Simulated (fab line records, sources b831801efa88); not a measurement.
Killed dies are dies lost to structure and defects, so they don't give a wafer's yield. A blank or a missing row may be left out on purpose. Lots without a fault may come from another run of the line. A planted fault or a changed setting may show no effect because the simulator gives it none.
Which tool did it? | flow sky130 | 7 lots, 21 wafers sampled, at 1 step of a route of 708

WHAT THE GAUGES READ, wafer by wafer
SKY_CONTACT_THK_MEAS_01.
lot  | measured     | on            | CONTACT_CVD_00_THK (nm)
L246 | day 33 09:41 | film_metro-04 | 73.8 72.9 73.2
L248 | day 34 09:02 | film_metro-04 | 73.0 75.2 74.3
L252 | day 35 11:43 | film_metro-03 | 73.0 74.3 74.4
L256 | day 36 11:16 | film_metro-04 | 74.4 73.3 74.6
L258 | day 36 21:13 | film_metro-04 | 73.1 73.9 75.5
L260 | day 37 19:48 | film_metro-03 | 72.8 74.0 74.4
L262 | day 38 13:17 | film_metro-03 | 73.7 73.5 74.6

WHICH TOOL RAN EACH LOT (tool, then ch and the chambers of the sampled wafers, then the start)
The record holds no process step before these readings.

THE ANSWER, worked out from the rows above alone
Rule: what is usual is taken from the lots themselves. Put in order of their means at a reading, lots are off if they are a third of the lots or fewer, leave a main group of 4 or more, and stand apart from it by a gap of 3 or more times the standard deviation of the main group's means; of several such gaps the widest counts. A main group whose means are all the same, to the digits that the tables above print for the reading, isn't used. A lot without any number at a reading at which 4 lots or more have one is off too. The other lots that the step has rows for count as sound.
No lot is off at any reading shown: from this, nothing can be told.

WHAT THE SIMULATOR HAD PUT IN
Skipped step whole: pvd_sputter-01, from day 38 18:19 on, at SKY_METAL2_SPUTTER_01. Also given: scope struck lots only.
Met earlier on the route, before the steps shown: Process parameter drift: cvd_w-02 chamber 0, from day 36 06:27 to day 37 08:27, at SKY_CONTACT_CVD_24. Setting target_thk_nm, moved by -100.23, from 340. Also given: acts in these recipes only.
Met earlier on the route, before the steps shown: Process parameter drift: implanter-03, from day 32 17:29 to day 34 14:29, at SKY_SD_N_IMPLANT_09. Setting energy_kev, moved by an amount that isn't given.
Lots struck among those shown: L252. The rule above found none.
